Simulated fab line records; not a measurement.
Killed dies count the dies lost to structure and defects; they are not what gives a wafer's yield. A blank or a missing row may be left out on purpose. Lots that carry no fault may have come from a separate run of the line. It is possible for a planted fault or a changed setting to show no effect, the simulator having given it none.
The tool behind it: which one? -- flow sky130 -- 6 lots with 18 wafers sampled at 2 steps, on a route of 708 steps

WHAT THE GAUGES READ, wafer by wafer
SKY_POLY_GATE_CD_MEAS_13: the cd target is 150 nm.
lot,measured,on,cd_nm (nm)
L415,day 17 12:46,cd_sem-01,148.0 149.2 149.5
L416,day 18 02:18,cd_sem-02,152.2 152.3 152.4
L418,day 18 18:35,cd_sem-01,148.2 148.7 147.4
L420,day 19 05:12,cd_sem-01,129.4 127.4 129.3
L422,day 19 23:33,cd_sem-02,133.8 135.0 134.5
L433,day 23 13:09,cd_sem-02,149.4 148.3 148.5

WHICH TOOL RAN EACH LOT (tool, then ch and the chambers of the sampled wafers, then the start)
lot,SKY_POLY_GATE_EXPOSE_10
L415,"krf_scanner-02 ch 0, day 16 22:22"
L416,"krf_scanner-01 ch 0, day 17 11:54"
L418,"krf_scanner-01 ch 0, day 18 03:35"
L420,"krf_scanner-01 ch 0, day 18 13:48"
L422,"krf_scanner-01 ch 0, day 19 08:35"
L433,"krf_scanner-02 ch 0, day 22 22:53"
- SKY_POLY_GATE_EXPOSE_10: exposes mask P1M, target cd 150 nm.

THE ANSWER, worked out from the rows above alone
Rule: the usual values come from the lots themselves. The widest of any qualifying gaps counts: lots, ordered by their means at a reading, are off when they make up no more than a third of the lots, leave a main group of 4 or more, and stand apart from it by 3 or more times the standard deviation of that group's means. A main group is skipped when, at the precision printed for the reading in the tables above, its means are all equal. A lot without any number at a reading at which 4 lots or more have one is off too. Any other lot the step has rows for is counted as sound.
Off: L420, L422 (SKY_POLY_GATE_CD_MEAS_13, cd_nm). The main group has a mean of 149.5 nm with a standard deviation of 1.6.
A tool fits if, at a process step before that reading, it ran every lot that is off, and no sound lot after the first of them. The gauges at SKY_POLY_GATE_CD_MEAS_13 are tried like those tools. One candidate fits, namely krf_scanner-01 at SKY_POLY_GATE_EXPOSE_10. A fault onset in the window from L418 (day 18 03:35, its last sound lot) to L420 (day 18 13:48, its first lot off) fits.

WHAT THE SIMULATOR HAD INSERTED
Process parameter drift: krf_scanner-01, from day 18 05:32 on, at SKY_POLY_GATE_EXPOSE_10. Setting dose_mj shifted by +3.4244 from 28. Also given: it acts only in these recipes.
Shown lots that were struck: L420, L422. The same result came from the rule above.
